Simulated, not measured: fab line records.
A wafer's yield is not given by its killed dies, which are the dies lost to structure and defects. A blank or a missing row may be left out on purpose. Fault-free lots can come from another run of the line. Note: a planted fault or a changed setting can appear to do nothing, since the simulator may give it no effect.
2 desks looking at one fault :: flow gf180mcu :: numbers are kept per desk, each desk with only its own; the story behind them comes last

FROM THE METROLOGY DESK
What the gauges read, lot by lot, whatever tool the lot ran on: means of the sampled wafers that have a number. Any lot whose mean is over 4 standard deviations away from the usual mean is out of limits and marked OUT; that distance is given in the brackets.
Columns: A = cd_nm at GF_M3_CD_MEAS_14, usual 279.8 nm; B = V3_BOW at GF_V3_BOW_MEAS_05, usual 117 um
lot: L888
first seen here: day 21 09:01
A: 279.0
B: 104

lot: L890
first seen here: day 21 20:40
A: 280.0
B: 114

lot: L893
first seen here: day 23 21:34
A: 279.2
B: 114

lot: L896
first seen here: day 24 08:21
A: 280.1
B: 113

lot: L895
first seen here: day 24 09:56
A: 281.5
B: 111

lot: L899
first seen here: day 25 12:19
A: 279.1
B: 114

lot: L900
first seen here: day 25 13:49
A: 281.0
B: 115

lot: L902
first seen here: day 26 03:41
A: 278.4
B: 123

lot: L907
first seen here: day 27 16:16
A: 279.1
B: 120

lot: L910
first seen here: day 28 11:25
A: 279.4
B: 120

lot: L911
first seen here: day 28 19:40
A: 280.5
B: 112
Result from this desk: across the 11 lots, nothing is out of limits.

FOR THE TOOL OWNER'S DESK: rie_metal-02
The tool's own readings at GF_M3_METAL_ETCH_16 (etches the open film in Cl2/BCl3, stops on SiO2, target depth 627.5 nm, time 104.6 s): means of the sampled wafers that have a number, for each lot that ran on this tool. Any lot whose mean is over 4 standard deviations away from the usual mean is out of limits and marked OUT; that distance is given in the brackets.
Columns: A = drypump_motor_current_A at GF_M3_METAL_ETCH_16, usual 5.6 A; B = he_backside_leak_sccm at GF_M3_METAL_ETCH_16, usual 3.24 sccm; C = oes_product_au at GF_M3_METAL_ETCH_16, usual 0.972 a.u.; D = run_length_s at GF_M3_METAL_ETCH_16, usual 133.1 s; E = throttle_valve_pct at GF_M3_METAL_ETCH_16, usual 28.249 %
lot: L893
first seen here: day 23 21:44
A: 6.2
B: 3.40
C: 0.981
D: 133.3
E: 28.243

lot: L896
first seen here: day 24 08:34
A: 6.2
B: 3.31
C: 0.964
D: 133.4
E: 28.259

lot: L899
first seen here: day 25 12:27
A: 5.8
B: 3.33
C: 0.911 (-8.5) OUT
D: 145.8 (+38) OUT
E: 28.308 (+5.9) OUT

lot: L902
first seen here: day 26 03:50
A: 5.1
B: 3.35
C: 0.911 (-8.4) OUT
D: 145.7 (+38) OUT
E: 28.321 (+7.2) OUT

lot: L911
first seen here: day 28 19:49
A: 5.9
B: 3.33
C: 0.971
D: 133.4
E: 28.257
This desk finds L899, L902 out of limits, L899 being first, at day 25 12:27 (oes_product_au at GF_M3_METAL_ETCH_16). L893, L896, L911: within limits.

TAKEN TOGETHER
The tool owner's desk had the chance to raise an alarm at day 25 12:27 on L899, L902.
Nothing out of limits was seen by the metrology desk.
The metrology desk holds a record of L899, L902, inside its limits.
The lots listed all ran GF_M3_METAL_ETCH_16 on rie_metal-02.

WHAT THE SIMULATOR HAD INSERTED
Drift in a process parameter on rie_metal-02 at GF_M3_METAL_ETCH_16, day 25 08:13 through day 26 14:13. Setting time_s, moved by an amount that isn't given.
Shown lots that were struck: L899, L902.
Each desk's first reading out of limits, in hours after the fault started: the tool owner's desk, 4.
